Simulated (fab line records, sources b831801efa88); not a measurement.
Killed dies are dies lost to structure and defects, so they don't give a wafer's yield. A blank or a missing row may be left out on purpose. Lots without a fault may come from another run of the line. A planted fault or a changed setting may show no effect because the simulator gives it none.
Split-lot experiment | flow sfq_line | 5 lots, 17 wafers read, on a route of 325 steps

THE SPLIT
At SFQ_TRILAYER_M4_LITHO_COAT_098 (resist thk 62 nm), the setting spin_rpm was moved away from the recipe's 3000 rpm on 4 of the 17 wafers read, by +3.9% to +4.3%. The other wafers ran this setting at the recipe's value.

The file shows no step between the split and the reading.

THE READING
etch.depth_nm (the simulator's own value, which no gauge read), in nm, at SFQ_TRILAYER_M4_BARC_OPEN_METAL_ETCH_123 (etches BARC in O2, target depth 125 nm, time 41.7 s). The file gives no usual value for it. The 13 wafers here that ran the recipe average 62.00 nm, standard deviation 0.17 nm.

wafer  | tool, chamber at the split | spin_rpm as run, rpm | against the recipe | etch.depth_nm, nm | against lot-mates on the recipe
L076.1 | litho_track-03, 0          | 3000                 | recipe             | 62.13             | -
L076.3 | litho_track-03, 0          | 3000                 | recipe             | 62.12             | -
L076.5 | litho_track-03, 0          | 3000                 | recipe             | 61.79             | -
L077.1 | litho_track-03, 0          | 3000                 | recipe             | 62.06             | -
L077.2 | litho_track-03, 0          | 3000                 | recipe             | 61.84             | -
L077.3 | litho_track-03, 0          | 3000                 | recipe             | 62.12             | -
L077.6 | litho_track-03, 0          | 3000                 | recipe             | 62.12             | -
L077.5 | litho_track-03, 0          | 3000                 | recipe             | 61.9              | -
L078.3 | litho_track-01, 0          | 3000                 | recipe             | 61.7              | -
L078.5 | litho_track-01, 0          | 3116                 | +3.9%              | 60.73             | -1.01
L078.6 | litho_track-01, 0          | 3000                 | recipe             | 61.77             | -
L083.4 | litho_track-02, 0          | 3000                 | recipe             | 62.19             | -
L083.5 | litho_track-02, 0          | 3000                 | recipe             | 62.19             | -
L083.6 | litho_track-02, 0          | 3118                 | +3.9%              | 61.03             | -1.16
L085.1 | litho_track-03, 0          | 3130                 | +4.3%              | 60.91             | -1.11
L085.2 | litho_track-03, 0          | 3130                 | +4.3%              | 60.5              | -1.52
L085.6 | litho_track-03, 0          | 3000                 | recipe             | 62.02             | -

THE FIT
A straight line over all 17 wafers: etch.depth_nm changes by -0.293 nm for each +1% of spin_rpm; r = -0.95; the points scatter about the line by 0.18 nm.
The same after taking each lot's own level away (the mean of its wafers on the recipe; 17 wafers): -0.292 nm for each +1%; r = -0.97; scatter 0.13 nm.
On that fit, the largest move of spin_rpm shifts the reading by 1.3 nm.
The lots' own levels span 61.735 to 62.190 nm, that is 2.7 times the standard deviation above.
So the lot-to-lot level changes the slope little: the two slopes agree.
Check: with one of the wafers moved furthest among these (+4.3%) left out of the fit, the line predicts -1.32 nm for it against its lot-mates. It came out at -1.11 nm against them.

OTHER SPLITS ON THESE WAFERS
These wafers also went through other splits before the reading. Each is held against what the fit with the lots' levels taken away leaves over:
other split on the same wafers                    | wafers away from the commonest value | r with etch.depth_nm (lot level and that fit taken away)
SFQ_TRILAYER_I1_VIA_LITHO_EXPOSE_050 dose_mj      | 6                                    | +0.16
SFQ_TRILAYER_I1_VIA_ETCH_VIA_ETCH_052 source_w    | 2                                    | +0.02
SFQ_TRILAYER_M2_BARC_OPEN_METAL_ETCH_077 time_s   | 6                                    | +0.10
SFQ_TRILAYER_I2_VIA_LITHO_COAT_072 resist_thk_nm  | 5                                    | +0.30
SFQ_TRILAYER_M3_LITHO_COAT_075 spin_rpm           | 3                                    | +0.10
SFQ_TRILAYER_I3_CMP_CMP_082 leave_above_ref_nm    | 5                                    | -0.19
SFQ_TRILAYER_I3_VIA_LITHO_COAT_085 spin_rpm       | 7                                    | -0.02
SFQ_TRILAYER_I3_VIA_BARC_OPEN_VIA_ETCH_121 bias_w | 2                                    | +0.13

THE WHOLE CHAIN: every reading that the file lists as answering this split, in the file's order
step                                     | what it does                                        | reading                                                                                    | change (the file's fit)               | r (the file's)
SFQ_TRILAYER_M4_LITHO_COAT_098           | resist thk 62 nm                                    | BARC_of_TRILAYER_M4_LITHO_COAT_098.thk_nm (the simulator's own value, which no gauge read) | -0.288 nm for each +1% of the setting | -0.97
SFQ_TRILAYER_M4_BARC_OPEN_METAL_ETCH_123 | etches BARC in O2, target depth 125 nm, time 41.7 s | etch.depth_nm (the simulator's own value, which no gauge read)                             | -0.287 nm for each +1% of the setting | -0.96

THE FILE'S OWN FIT
etch.depth_nm changes by -0.287 nm for each +1% of spin_rpm, r = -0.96.
